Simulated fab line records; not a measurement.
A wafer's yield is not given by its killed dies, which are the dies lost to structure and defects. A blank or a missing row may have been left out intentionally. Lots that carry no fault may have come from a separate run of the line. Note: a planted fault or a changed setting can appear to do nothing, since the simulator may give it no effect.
Struck lot and sound lot, side by side :: flow sfq line :: 20 steps out of a route of 325
Sound: the wafers L388.1, L388.3, L388.4. Wafers struck: L403.1, L403.3, L403.4. Last of all comes the cause.
For every step that has rows: the tool of each side, followed by ch and its chambers, followed by its first start. Under that, the readings that differ: sound wafers :: struck wafers :: difference of the means :: sigmas: that difference in standard deviations of wafers without a fault.
alike: same words and numbers on both sides, and readings whose means sit less than 2 such deviations apart. not compared: any withheld reading, any reading some wafer has no value for, any bound like >300 that may hide the same value, and any number with overlapping values for which the record gives no deviation.
A row with sigmas, a row that says differs or no value, or rows on one side alone: a step with any of these is where the two part. Non-overlapping numbers with no deviation appear without sigmas and do not part them. A reading missing from all wafers of one side parts the sides only when that side holds two or more wafers.

first, 3 steps without rows for these wafers: SFQ_TRILAYER_I3_VIA_LITHO_EXPOSE_086 (exposes mask I3, target cd 500 nm); SFQ_TRILAYER_I3_VIA_LITHO_PEB_088 (peb time 60 s); SFQ_TRILAYER_I3_VIA_LITHO_DEVELOP_087 (time 60 s).
SFQ_I3_OVL_MEAS_923:
  sound on overlay-02 at day 35 01:34; struck on overlay-01 at day 42 20:07
  alike: I3_OVL
SFQ_TRILAYER_I3_VIA_BARC_OPEN_VIA_ETCH_121: etches BARC in O2, target depth 125 nm, time 41.7 s.
  sound on rie diel-01 ch 0,1,2, day 35 01:37; struck on rie diel-04 ch 1,2,3, day 42 20:09
  alike: drypump motor current A, oes product au
  not compared: rf hours counter h
SFQ_TRILAYER_I3_VIA_ETCH_VIA_ETCH_088: etches SiO2 in CHF3, stops on Nb, target depth 260 nm.
  sound on rie diel-01 ch 0,1,2, day 35 01:39; struck on rie diel-04 ch 1,2,3, day 42 20:11
  alike: drypump motor current A, oes product au
SFQ_TRILAYER_I3_VIA_STRIP_STRIP_089: strips in O2.
  sound on rie metal-04 ch 0,1, day 35 01:46; struck on rie metal-04 ch 1, day 42 20:18
reading: he backside leak sccm (sccm)
sound: 6.3 3.2 3.3
struck: 3.4 3.4 3.2
difference: -0.9
sigmas: -3
  alike: drypump motor current A, oes product au
  not compared: rf hours counter h
then, 2 steps without rows for these wafers: SFQ_TRILAYER_I3_VIA_STRIP_SOLV_CLEAN_090 (cleans in NMP, time 600 s); SFQ_TRILAYER_M4_DEP_PRE_CLEAN_092 (time 22.5 s).
SFQ_TRILAYER_M4_DEP_SPUTTER_091: material Nb, target thk 200 nm, time 133.3 s.
  sound on pvd sputter-06 at day 35 02:34; struck on pvd sputter-06 at day 42 21:43
  alike: cathode dc power W, throttle valve pct
SFQ_M4_RS_MEAS_924: the measuring method here is four-point-probe.
  sound on film metro-02 at day 35 02:40; struck on film metro-02 at day 42 21:48
  alike: M4_NB_RS
SFQ_TRILAYER_M4_LITHO_COAT_098: resist thk 62 nm.
  sound on litho track-01 ch 0, day 35 02:51; struck on litho track-01 ch 0, day 42 21:59
reading: spin speed rpm (rpm)
sound: 3000.0 3001.4 3001.3
struck: 2947.2 2945.0 2948.4
difference: -54.0
sigmas: -27

reading: model.BARC_of_TRILAYER_M4_LITHO_COAT_098.thk nm (nm)
sound: 62.19 62.11 62.19
struck: 62.71 62.78 62.65
difference: +0.55
sigmas: 
then, 5 steps without rows for these wafers: SFQ_TRILAYER_M4_LITHO_COAT_093 (resist thk 600 nm); SFQ_TRILAYER_M4_LITHO_SOFTBAKE_097; SFQ_TRILAYER_M4_LITHO_EXPOSE_094 (exposes mask M4, target cd 500 nm); SFQ_TRILAYER_M4_LITHO_PEB_096 (peb time 60 s); SFQ_TRILAYER_M4_LITHO_DEVELOP_095 (time 60 s).
-- the record jumps here: 6 days lie between the struck wafers' starts before and after --
SFQ_M4_OVL_MEAS_926:
  sound on overlay-01 at day 40 22:32; struck on overlay-02 at day 48 21:07
  alike: M4_OVL
SFQ_TRILAYER_M4_BARC_OPEN_METAL_ETCH_123: etches BARC in O2, target depth 125 nm, time 41.7 s.
  sound on rie metal-04 ch 0,1, day 40 22:34; struck on rie metal-04 ch 0,1, day 48 21:08
reading: model.etch.depth nm (nm)
sound: 62.19 62.11 62.19
struck: 62.71 62.78 62.65
difference: +0.55
sigmas: 
  alike: drypump motor current A, he backside leak sccm, oes product au
  not compared: rf hours counter h
SFQ_TRILAYER_M4_ETCH_METAL_ETCH_096: etches Nb in Cl2/Ar, stops on SiO2, target depth 240 nm, time 120 s.
  sound on rie metal-04 ch 0,1, day 40 22:38; struck on rie metal-04 ch 0,1, day 48 21:12
  alike: drypump motor current A, he backside leak sccm, oes product au
  not compared: rf hours counter h

## WHERE THEY PART
At SFQ_TRILAYER_I3_VIA_STRIP_STRIP_089 first; at SFQ_TRILAYER_M4_LITHO_COAT_098 last (within this record only). Later steps at which nothing parts them and some readings are alike: SFQ_M4_OVL_MEAS_926, SFQ_TRILAYER_M4_BARC_OPEN_METAL_ETCH_123, SFQ_TRILAYER_M4_ETCH_METAL_ETCH_096.

WHY: what the simulator had put in
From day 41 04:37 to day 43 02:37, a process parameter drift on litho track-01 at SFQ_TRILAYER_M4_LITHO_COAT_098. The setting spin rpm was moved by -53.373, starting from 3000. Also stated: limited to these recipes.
